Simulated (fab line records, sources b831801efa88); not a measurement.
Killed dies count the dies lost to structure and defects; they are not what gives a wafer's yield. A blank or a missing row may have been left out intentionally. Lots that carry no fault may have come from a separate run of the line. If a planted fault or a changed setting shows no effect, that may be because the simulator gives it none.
The tool behind it: which one? + flow sfq line + 14 lots with 42 wafers sampled at 5 steps, on a route of 325 steps

== WHAT THE GAUGES READ, wafer by wafer ==
SFQ_M2_OVL_MEAS_916. Usual: M2_OVL 4 nm, standard deviation 5.2.
| lot  | measured     | on         | M2_OVL (nm) | flag |
|------|--------------|------------|-------------|------|
| L919 | day 19 21:19 | overlay-01 | 1 2 1       |      |
| L920 | day 20 08:07 | overlay-01 | -1 0 2      |      |
| L921 | day 20 14:52 | overlay-02 | 3 0 0       |      |
| L922 | day 21 04:01 | overlay-01 | 2 7 8       |      |
| L927 | day 23 00:13 | overlay-02 | 2 0 1       |      |
| L929 | day 24 01:26 | overlay-01 | 7 7 5       |      |
| L930 | day 24 13:25 | overlay-01 | 9 5 6       |      |
| L931 | day 24 15:49 | overlay-01 | -2 2 4      |      |
| L932 | day 24 20:37 | overlay-01 | 3 2 5       |      |
| L938 | day 27 02:05 | overlay-01 | -3 -3 3     |      |
| L939 | day 27 11:37 | overlay-01 | -7 -11 0    |      |
| L940 | day 27 21:48 | overlay-02 | 3 9 2       |      |
| L941 | day 34 01:44 | overlay-01 | 2 7 5       |      |
| L942 | day 34 11:13 | overlay-01 | 15 10 11    |      |

SFQ_M6_RS_MEAS_938: uses a four-point probe to measure. Usual: M6_NB_RS 0.885 ohm/sq, standard deviation 0.0082.
| lot  | measured     | on            | M6_NB_RS (ohm/sq) | flag |
|------|--------------|---------------|-------------------|------|
| L919 | day 62 13:44 | film metro-03 | 0.879 0.884 0.892 |      |
| L920 | day 62 19:40 | film metro-04 | 0.879 0.874 0.885 |      |
| L921 | day 62 22:04 | film metro-04 | 0.871 0.880 0.889 |      |
| L922 | day 63 04:02 | film metro-04 | 0.893 0.886 0.890 |      |
| L927 | day 65 15:47 | film metro-04 | 0.875 0.874 0.883 |      |
| L929 | day 66 18:16 | film metro-03 | 0.884 0.878 0.867 |      |
| L930 | day 70 23:10 | film metro-03 | 0.880 0.885 0.891 |      |
| L931 | day 71 12:22 | film metro-03 | 0.876 0.882 0.888 |      |
| L932 | day 71 18:21 | film metro-04 | 0.892 0.890 0.895 |      |
| L938 | day 72 13:20 | film metro-03 | 0.879 0.875 0.881 |      |
| L939 | day 72 15:45 | film metro-03 | 0.898 0.899 0.894 |      |
| L940 | day 72 19:20 | film metro-04 | 0.886 0.885 0.881 |      |
| L941 | day 72 20:31 | film metro-03 | 0.883 0.881 0.888 |      |
| L942 | day 72 21:43 | film metro-01 | 0.901 0.898 0.891 |      |

SFQ_I7_BOW_MEAS_946. Usual: I7_BOW 7 um, standard deviation 9.6.
| lot  | measured     | on            | I7_BOW (um) | flag |
|------|--------------|---------------|-------------|------|
| L919 | day 68 05:04 | film metro-02 | 20 8 11     |      |
| L920 | day 68 14:28 | film metro-02 | 15 19 16    |      |
| L921 | day 68 17:28 | film metro-02 | 5 10 -6     |      |
| L922 | day 69 02:26 | film metro-04 | 3 25 29     |      |
| L927 | day 71 02:36 | film metro-04 | 5 -8 5      |      |
| L929 | day 71 22:02 | film metro-01 | -1 10 8     |      |
| L930 | day 78 08:10 | film metro-01 | 24 10 16    |      |
| L931 | day 78 21:30 | film metro-02 | 5 2 -7      |      |
| L932 | day 79 01:05 | film metro-04 | 30 37 20    |      |
| L938 | day 80 07:20 | film metro-04 | 3 -3 0      |      |
| L939 | day 80 09:43 | film metro-01 | -2 -2 -2    |      |
| L940 | day 80 12:42 | film metro-04 | -2 8 3      |      |
| L941 | day 80 13:19 | film metro-01 | 17 2 -1     |      |
| L942 | day 80 15:41 | film metro-04 | 0 0 13      |      |

== WHICH TOOL RAN EACH LOT (tool, then ch and the chambers of the sampled wafers, then the start) ==
| lot  | SFQ_TRILAYER_I1_DEP_PECVD_045   | SFQ_TRILAYER_I1_CMP_CMP_046   |
|------|---------------------------------|-------------------------------|
| L919 | pecvd-02 ch 0,1,2, day 17 05:12 | cmp-02 ch 0,2, day 17 10:25   |
| L920 | pecvd-01 ch 0,1, day 17 15:59   | cmp-01 ch 0,2, day 17 17:11   |
| L921 | pecvd-04 ch 0,1,2, day 18 01:35 | cmp-01 ch 0,1,2, day 18 03:11 |
| L922 | pecvd-01 ch 0,1,2, day 18 07:35 | cmp-02 ch 0,1,2, day 18 08:32 |
| L927 | pecvd-04 ch 0,2, day 21 06:35   | cmp-01 ch 0,2,3, day 21 12:11 |
| L929 | pecvd-02 ch 1,2, day 22 23:01   | cmp-02 ch 1,2,3, day 23 07:00 |
| L930 | pecvd-02 ch 0,2, day 23 08:37   | cmp-02 ch 0,1,3, day 23 18:30 |
| L931 | pecvd-04 ch 1,2, day 23 14:43   | cmp-01 ch 1,2,3, day 24 00:25 |
| L932 | pecvd-04 ch 0,2, day 23 19:25   | cmp-01 ch 0,2,3, day 24 05:55 |
| L938 | pecvd-01 ch 0,2, day 26 01:13   | cmp-02 ch 0,2,3, day 26 16:00 |
| L939 | pecvd-04 ch 0,1, day 26 07:13   | cmp-01 ch 0,1, day 26 22:54   |
| L940 | pecvd-02 ch 0,2, day 26 15:47   | cmp-02 ch 0,1,2, day 27 08:00 |
| L941 | pecvd-04 ch 0,2, day 27 03:58   | cmp-02 ch 0,2,3, day 27 20:00 |
| L942 | pecvd-01 ch 1,2, day 27 12:11   | cmp-02 ch 0,1, day 28 04:00   |
- SFQ_TRILAYER_I1_DEP_PECVD_045: deposits SiO2 from SiH4/N2O, time 111.11 s, target thk 500 nm.
- SFQ_TRILAYER_I1_CMP_CMP_046: polishes SiO2.

== AS READ BY THE TOOLS THEMSELVES (means over the sampled wafers that have a number; for cases with no such wafer, the mark the record gives instead) ==
SFQ_TRILAYER_I1_DEP_PECVD_045. Usual: heater power w 82 W, standard deviation 13; rf fwd power W 182.1 W, standard deviation 0.63; throttle valve pct 24.4 %, standard deviation 1.3.
| lot  | tool     | heater power w (W) | rf fwd power W (W) | throttle valve pct (%) | flag |
|------|----------|--------------------|--------------------|------------------------|------|
| L919 | pecvd-02 | 86                 | 182.7              | 23.0                   |      |
| L920 | pecvd-01 | 86                 | 182.4              | 26.1                   |      |
| L921 | pecvd-04 | 83                 | 181.7              | 24.3                   |      |
| L922 | pecvd-01 | 83                 | 182.5              | 25.9                   |      |
| L927 | pecvd-04 | 78                 | 181.7              | 24.8                   |      |
| L929 | pecvd-02 | 81                 | 182.1              | 22.7                   |      |
| L930 | pecvd-02 | 85                 | 182.0              | 23.9                   |      |
| L931 | pecvd-04 | 82                 | 182.0              | 24.2                   |      |
| L932 | pecvd-04 | 71                 | 181.7              | 24.6                   |      |
| L938 | pecvd-01 | 81                 | 181.8              | 23.5                   |      |
| L939 | pecvd-04 | 97                 | 152.2              | 25.4                   | OFF  |
| L940 | pecvd-02 | 87                 | 182.1              | 23.4                   |      |
| L941 | pecvd-04 | 83                 | 152.5              | 24.9                   | OFF  |
| L942 | pecvd-01 | 83                 | 182.4              | 23.7                   |      |

SFQ_TRILAYER_I1_CMP_CMP_046. Usual: motor current A 9.3 A, standard deviation 0.7; time to endpoint s 216 s, standard deviation 7.
| lot  | tool   | motor current A (A) | time to endpoint s (s) | flag |
|------|--------|---------------------|------------------------|------|
| L919 | cmp-02 | 8.8                 | 218                    |      |
| L920 | cmp-01 | 9.2                 | 218                    |      |
| L921 | cmp-01 | 9.6                 | 228                    |      |
| L922 | cmp-02 | 9.1                 | 212                    |      |
| L927 | cmp-01 | 9.9                 | 216                    |      |
| L929 | cmp-02 | 9.2                 | 219                    |      |
| L930 | cmp-02 | 8.8                 | 218                    |      |
| L931 | cmp-01 | 10.0                | 218                    |      |
| L932 | cmp-01 | 9.9                 | 225                    |      |
| L938 | cmp-02 | 8.9                 | 198                    |      |
| L939 | cmp-01 | 9.7                 | 200                    |      |
| L940 | cmp-02 | 9.1                 | 217                    |      |
| L941 | cmp-02 | 8.8                 | 194                    | OFF  |
| L942 | cmp-02 | 9.0                 | 218                    |      |

== THE ANSWER, worked out from the rows above alone ==
Rule: lot off if the mean of its wafers having a number is beyond 3 standard deviations from the usual mean. Also off: a lot with no number at a reading for which 4 or more lots have one. Any other lot the step has rows for is counted as sound. After the gauges, taken in route order, come the tools' own readings; for these a lot's mean is taken, as printed above. At the first step where some lot is off, the reading lying furthest off is the one used; lots without a number count as furthest.
Off: L939, L941, at SFQ_TRILAYER_I1_DEP_PECVD_045 (rf fwd power W).
A tool fits if, at that step or a process step before it, it ran every lot that is off, and no sound lot after the first of them. One candidate fits, namely pecvd-04 at SFQ_TRILAYER_I1_DEP_PECVD_045. Its last sound lot is L932 (day 23 19:25), its first lot that is off L939 (day 26 07:13): a fault that began between those two fits.
On the lots that are off, the tool's own readings at SFQ_TRILAYER_I1_DEP_PECVD_045 differ by more than 5 times the standard deviation of the sound lots' means, which bears it out; rf fwd power W reads 152.3 W there versus 182.1 W on the sound lots.

== WHAT THE SIMULATOR HAD PUT IN ==
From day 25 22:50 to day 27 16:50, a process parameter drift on pecvd-04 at SFQ_TRILAYER_I1_DEP_PECVD_045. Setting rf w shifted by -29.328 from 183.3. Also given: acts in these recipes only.
Struck lots among those shown: L939, L941. The same result came from the rule above.
